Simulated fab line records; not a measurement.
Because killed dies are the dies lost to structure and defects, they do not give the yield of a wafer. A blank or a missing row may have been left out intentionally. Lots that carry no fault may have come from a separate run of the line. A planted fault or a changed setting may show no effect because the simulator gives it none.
One fault seen from 2 desks ; flow sfq line ; only its own numbers are on each desk; what lay behind them is given at the end

== FOR THE TOOL OWNER'S DESK: rie metal-03 ==
The tool's own readings at SFQ_TRILAYER_R5_BARC_OPEN_METAL_ETCH_177 (etches BARC in O2, target depth 125 nm, time 41.7 s): means of the sampled wafers that have a number, for each lot that ran on this tool. If a lot's mean is further than 4 standard deviations from the usual mean, the lot is out of limits and carries the mark OUT (the distance appears in the brackets).
Columns: A = drypump motor current A at SFQ_TRILAYER_R5_BARC_OPEN_METAL_ETCH_177, usual 6.1 A; B = oes product au at SFQ_TRILAYER_R5_BARC_OPEN_METAL_ETCH_177, usual 0.685 a.u.; C = run length s at SFQ_TRILAYER_R5_BARC_OPEN_METAL_ETCH_177, usual 70.1 s
lot;first seen here;A;B;C
L133;day 59 05:13;6.3;0.686;69.8
L138;day 61 14:49;6.5;0.663 (-4.7) OUT;74.0 (+12) OUT
L139;day 61 23:56;6.4;0.663 (-4.7) OUT;72.9 (+8.9) OUT
L141;day 62 07:02;6.4;0.667 (-4.0) OUT;73.2 (+9.5) OUT
This desk finds L138, L139, L141 out of limits, L138 being first, at day 61 14:49 (oes product au at SFQ_TRILAYER_R5_BARC_OPEN_METAL_ETCH_177). L133 stayed within limits.

== METROLOGY DESK ==
Lot by lot, what the gauges showed, no matter which tool ran the lot: averages of those sampled wafers that carry a number. If a lot's mean is further than 4 standard deviations from the usual mean, the lot is out of limits and carries the mark OUT (the distance appears in the brackets).
Columns: A = R5_MONX_RS at SFQ_R5_RS_MEAS_933, usual 7.05 ohm/sq; B = R5_MONX_THK at SFQ_R5_THK_MEAS_934, usual 40.1 nm; C = R5_OVL at SFQ_R5_OVL_MEAS_935, usual 2 nm
lot;first seen here;A;B;C
L126;day 52 20:43;7.13;39.4;3
L133;day 54 11:41;7.00;40.5;3
L138;day 61 12:21;6.93;40.8;5
L139;day 61 21:21;6.96;40.4;2
L141;day 62 04:29;7.16;39.5;6
L142;day 62 06:21;7.05;40.2;-5
L148;day 63 03:21;6.99;40.7;-5
This desk's finding: nothing out of limits on any of the 7 lots.

== ALL TOGETHER ==
On L138, L139, L141, at day 61 14:49, an alarm was possible from the tool owner's desk.
Metrology desk: nothing out of limits seen.
The metrology desk has L138, L139, L141 on record, within its limits.
Every lot named ran SFQ_TRILAYER_R5_BARC_OPEN_METAL_ETCH_177 on rie metal-03.

== WHAT THE SIMULATOR PUT IN ==
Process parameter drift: rie metal-03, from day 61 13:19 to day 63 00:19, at SFQ_TRILAYER_R5_BARC_OPEN_METAL_ETCH_177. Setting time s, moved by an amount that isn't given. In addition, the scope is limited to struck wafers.
Lots struck among those shown: L138, L139, L141.
How many hours passed from the start of the fault until each desk's first out-of-limits reading: the tool owner's desk, 2.
